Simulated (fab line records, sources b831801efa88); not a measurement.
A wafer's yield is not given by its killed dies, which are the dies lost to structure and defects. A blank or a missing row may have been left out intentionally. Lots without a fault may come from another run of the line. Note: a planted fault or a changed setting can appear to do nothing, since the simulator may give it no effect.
Which of the tools did it? | flow gf180mcu | 13 lots with 39 wafers sampled at 4 steps, on a route of 602 steps

## WHAT THE GAUGES READ, wafer by wafer
GF_CONTACT_THK_MEAS_03. Usual: CONTACT_CVD_02_THK typically reads 857 nm, with standard deviation 12.
lot  | measured     | on            | CONTACT_CVD_02_THK (nm) | flag
L914 | day 15 02:48 | film-metro-01 | 869 872 859             |
L915 | day 15 11:07 | film-metro-02 | 840 862 884             |
L916 | day 15 22:16 | film-metro-01 | 867 868 872             |
L917 | day 16 03:02 | film-metro-02 | 851 865 873             |
L919 | day 16 23:59 | film-metro-03 | 858 866 866             |
L922 | day 18 05:26 | film-metro-02 | 860 853 870             |
L925 | day 19 05:34 | film-metro-03 | 552 562 582             | OFF
L926 | day 19 13:50 | film-metro-01 | 570 571 572             | OFF
L933 | day 21 22:09 | film-metro-02 | 850 864 870             |
L934 | day 22 08:53 | film-metro-02 | 837 857 863             |
L935 | day 22 14:32 | film-metro-03 | 837 864 859             |
L937 | day 23 03:05 | film-metro-02 | 857 857 867             |
L936 | day 23 07:43 | film-metro-03 | 843 831 853             |

GF_CONTACT_OVL_MEAS_15. Usual: CONTACT_OVL typically reads 2 nm, with standard deviation 5.9.
lot  | measured     | on         | CONTACT_OVL (nm) | flag
L914 | day 16 01:25 | overlay-01 | 4 7 6            |
L915 | day 16 08:19 | overlay-01 | 5 2 9            |
L916 | day 16 20:24 | overlay-01 | -5 -7 -2         |
L917 | day 17 02:00 | overlay-01 | -2 -4 3          |
L919 | day 18 00:13 | overlay-01 | 6 12 14          |
L922 | day 19 06:07 | overlay-02 | 11 14 13         |
L925 | day 20 06:33 | overlay-01 | 2 1 2            |
L926 | day 20 15:16 | overlay-01 | 6 3 4            |
L933 | day 22 22:19 | overlay-01 | 12 8 12          |
L934 | day 23 08:11 | overlay-02 | -5 2 -3          |
L935 | day 23 14:09 | overlay-01 | 5 7 10           |
L937 | day 24 02:14 | overlay-01 | -4 4 1           |
L936 | day 24 07:06 | overlay-01 | -2 4 5           |

## EACH LOT AND THE TOOL THAT RAN IT (in order: tool; ch and the chambers of the sampled wafers; start)
lot  | GF_CONTACT_CVD_02               | GF_CONTACT_CMP_04
L914 | pecvd-04 ch 0,1,2, day 15 02:43 | cmp-02 ch 1,2,3, day 15 03:03
L915 | pecvd-04 ch 0,2, day 15 11:03   | cmp-01 ch 0,1, day 15 11:14
L916 | pecvd-03 ch 1,2, day 15 22:10   | cmp-01 ch 0,3, day 15 22:21
L917 | pecvd-03 ch 0,1,2, day 16 02:57 | cmp-01 ch 0,1,2, day 16 03:05
L919 | pecvd-03 ch 0,1,2, day 16 23:54 | cmp-01 ch 0,1,3, day 17 00:02
L922 | pecvd-03 ch 0,1, day 18 05:20   | cmp-01 ch 0,1,2, day 18 05:28
L925 | pecvd-03 ch 1,2, day 19 05:29   | cmp-02 ch 0,1,3, day 19 05:37
L926 | pecvd-03 ch 0,1,2, day 19 13:47 | cmp-02 ch 1,2,3, day 19 13:58
L933 | pecvd-04 ch 1,2, day 21 22:04   | cmp-02 ch 0,2,3, day 21 22:15
L934 | pecvd-01 ch 0,2, day 22 08:48   | cmp-01 ch 0,1,2, day 22 09:05
L935 | pecvd-01 ch 0,1,2, day 22 14:28 | cmp-01 ch 1,2, day 22 14:36
L937 | pecvd-04 ch 1,2, day 23 03:01   | cmp-01 ch 1,2, day 23 03:12
L936 | pecvd-03 ch 0,1, day 23 07:39   | cmp-01 ch 0,2,3, day 23 07:47
- GF_CONTACT_CVD_02: deposits SiO2 from TEOS, target thk 860 nm, time 95.992 s.
- GF_CONTACT_CMP_04: polishes SiO2.

## WHAT THE TOOLS THEMSELVES READ (means of the sampled wafers that have a number; where no wafer has one, the mark that the record gives instead)
GF_CONTACT_CVD_02. Usual: 659 W for heater-power-w, sd 85.
lot  | tool     | heater-power-w (W) | flag
L914 | pecvd-04 | 703                |
L915 | pecvd-04 | 723                |
L916 | pecvd-03 | 624                |
L917 | pecvd-03 | 684                |
L919 | pecvd-03 | 626                |
L922 | pecvd-03 | 644                |
L925 | pecvd-03 | 635                |
L926 | pecvd-03 | 683                |
L933 | pecvd-04 | 808                |
L934 | pecvd-01 | 576                |
L935 | pecvd-01 | 552                |
L937 | pecvd-04 | 731                |
L936 | pecvd-03 | 708                |

GF_CONTACT_CMP_04. Usual: motor-current-A 12.0 A, standard deviation 1.7; time-to-endpoint-s 112 s, standard deviation 6.1.
lot  | tool   | motor-current-A (A) | time-to-endpoint-s (s) | flag
L914 | cmp-02 | 11.5                | 109                    |
L915 | cmp-01 | 10.3                | 116                    |
L916 | cmp-01 | 11.9                | 119                    |
L917 | cmp-01 | 11.8                | 117                    |
L919 | cmp-01 | 11.6                | 118                    |
L922 | cmp-01 | 11.6                | 109                    |
L925 | cmp-02 | 10.6                | 6                      | OFF
L926 | cmp-02 | 11.4                | 4                      | OFF
L933 | cmp-02 | 11.5                | 110                    |
L934 | cmp-01 | 11.4                | 111                    |
L935 | cmp-01 | 12.9                | 106                    |
L937 | cmp-01 | 12.5                | 113                    |
L936 | cmp-01 | 13.0                | 111                    |

## THE ANSWER, worked out from the rows above alone
Rule: a lot counts as off when the mean over its wafers that have a number is more than 3 standard deviations away from the usual mean. A lot without any number at a reading at which 4 lots or more have one is off too. Any other lot the step has rows for is counted as sound. The gauges are gone through in route order, then the tools' own readings, and for those a lot's mean is taken as printed above. At the first step where some lot is off, the reading lying furthest off is the one used; lots without a number count as furthest.
Off: L925, L926, at GF_CONTACT_THK_MEAS_03 (CONTACT_CVD_02_THK).
If a tool, at a process step before that reading, ran all the lots that are off and no sound lot after the first of them, it fits. Not tried: the gauges at GF_CONTACT_THK_MEAS_03; whatever is off there is also off at GF_CONTACT_CMP_04, on other tools, and gauge error can't account for it. Not one of the candidates tried fits.

## WHAT WAS PUT IN BY THE SIMULATOR
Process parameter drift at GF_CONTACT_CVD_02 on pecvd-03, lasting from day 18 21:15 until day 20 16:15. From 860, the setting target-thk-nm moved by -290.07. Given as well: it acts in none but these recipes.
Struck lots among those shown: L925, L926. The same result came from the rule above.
